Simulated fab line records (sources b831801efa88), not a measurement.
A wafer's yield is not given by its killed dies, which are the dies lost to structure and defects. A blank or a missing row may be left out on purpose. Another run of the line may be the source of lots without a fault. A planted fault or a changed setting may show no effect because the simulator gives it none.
Comparing a struck lot with a sound one + flow gf180mcu + 18 out of 602 route steps
Sound: wafers L865.1, L865.4, L865.6. The struck wafers were L871.1, L871.5, L871.6. Last of all comes the cause.
Each step with rows lists, per side, the tool, then ch with its chambers, then its first start. Under that, the readings that differ: sound wafers + struck wafers + difference of the means + sigmas: that difference in standard deviations of wafers without a fault.
alike: a reading whose means differ by less than 2 such deviations, as well as words and numbers matching on both sides. not compared: withheld readings; readings where some wafer has no value; bounds like >300 that might hide an equal value; numbers whose values overlap and for which the record gives no deviation.
The two part at a step that has a row with sigmas, a row that says differs or no value, or rows on one side only. Non-overlapping numbers with no deviation appear without sigmas and do not part them. Lack of a reading on every wafer of one side parts them only where that side has two or more wafers.

GF_MIM_SPUTTER_04: material TiN, target thk 50 nm, time 41.7 s.
  struck on pvdSputter-03, day 27 07:35; sound on pvdSputter-03, day 25 05:45
  alike: throttleValvePct
GF_MIM_CVD_05: deposits Si3N4, target thk 42 nm, time 29.086 s.
  sound on pecvd-04 ch 0,1, day 25 05:47; struck on pecvd-03 ch 0,2, day 27 07:38
  alike: heaterPowerW, rfFwdPowerW
GF_MIM_THK_MEAS_06:
  struck on filmMetro-03, day 27 07:40; sound on filmMetro-03, day 25 05:49
| reading             | sound          | struck         | difference | sigmas |
|---------------------|----------------|----------------|------------|--------|
| MIM_CVD_05_THK (nm) | 40.5 41.1 41.4 | 42.3 42.3 42.6 | +1.4       | +3     |
GF_MIM_SPUTTER_07: material TiN, target thk 60 nm, time 50 s.
  struck on pvdSputter-01, day 27 07:43; sound on pvdSputter-03, day 25 05:53
  alike: throttleValvePct
then, 1 step without rows for these wafers: GF_MIM_SPUTTER_08 (material AlCu, target thk 200 nm, time 10.6 s).
GF_MIM_SPUTTER_09: material TiN, target thk 35 nm, time 29.2 s.
  struck on pvdSputter-01, day 27 07:47; sound on pvdSputter-03, day 25 05:57
  alike: throttleValvePct
GF_MIM_RS_MEAS_10: uses a four-point probe to measure.
  struck on filmMetro-04, day 27 07:49; sound on filmMetro-01, day 25 05:59
  alike: MIM_ALCU_RS
GF_MIM_THK_MEAS_11: measures by xrf.
  struck on filmMetro-04, day 27 07:56; sound on filmMetro-01, day 25 06:06
  alike: MIM_ALCU_THK
then, 4 steps without rows for these wafers: GF_MIM_DEHYDRATE_12 (time 60 s); GF_MIM_HMDS_13 (prime time 60 s); GF_MIM_COAT_14 (resist thk 1000 nm); GF_MIM_SOFTBAKE_15 (time 60 s).
GF_MIM_EXPOSE_16: exposes mask FuseTop, target cd 2000 nm.
  sound on ilineStepper-02 ch 0, day 25 16:35; struck on ilineStepper-02 ch 0, day 27 18:34
| reading           | sound                | struck               | difference | sigmas |
|-------------------|----------------------|----------------------|------------|--------|
| exposureDoseMJCm2 | 140.00 140.23 139.89 | 134.11 134.03 134.06 | -5.97      | -46    |
  alike: mask
then, 2 steps without rows for these wafers: GF_MIM_PEB_17; GF_MIM_DEVELOP_18 (develop time 60 s).
GF_MIM_METAL_ETCH_19: etches the open film in Cl2/BCl3, stops on Si3N4, target depth 324.5 nm, time 54.1 s.
  sound on rieMetal-01 ch 1, day 26 03:08; struck on rieMetal-04 ch 0,1, day 28 03:59
| reading             | sound          | struck         | difference | sigmas |
|---------------------|----------------|----------------|------------|--------|
| model.MIM.cdNm (nm) | 1999 1997 2000 | 2011 2011 2013 | +13        |        |
  alike: drypumpMotorCurrentA, oesProductAu, rfFwdPowerW, throttleValvePct
  not compared: rfHoursCounterH
GF_MIM_STRIP_20: strips in O2/N2.
  sound on plasmaAsher-04 ch 0,1, day 26 03:16; struck on plasmaAsher-04 ch 0,1, day 28 04:03
| reading           | sound          | struck         | difference | sigmas |
|-------------------|----------------|----------------|------------|--------|
| o2FlowSccm (sccm) | 3013 2996 3004 | 2977 2983 2983 | -23        | -3     |
  alike: drypumpMotorCurrentA, heaterPowerW, oesProductAu, platenTempC, stripTimeToEndpointS
  not compared: rfHoursCounterH
GF_PASSIVATION_PROBE_99:
  the record holds rows for the sound wafers here (prober-01, day 29 19:20) but none for the struck ones

WHERE THEY PART
Earliest at GF_MIM_THK_MEAS_06; latest, in this record, at GF_PASSIVATION_PROBE_99.

WHY: whatever the simulator had introduced
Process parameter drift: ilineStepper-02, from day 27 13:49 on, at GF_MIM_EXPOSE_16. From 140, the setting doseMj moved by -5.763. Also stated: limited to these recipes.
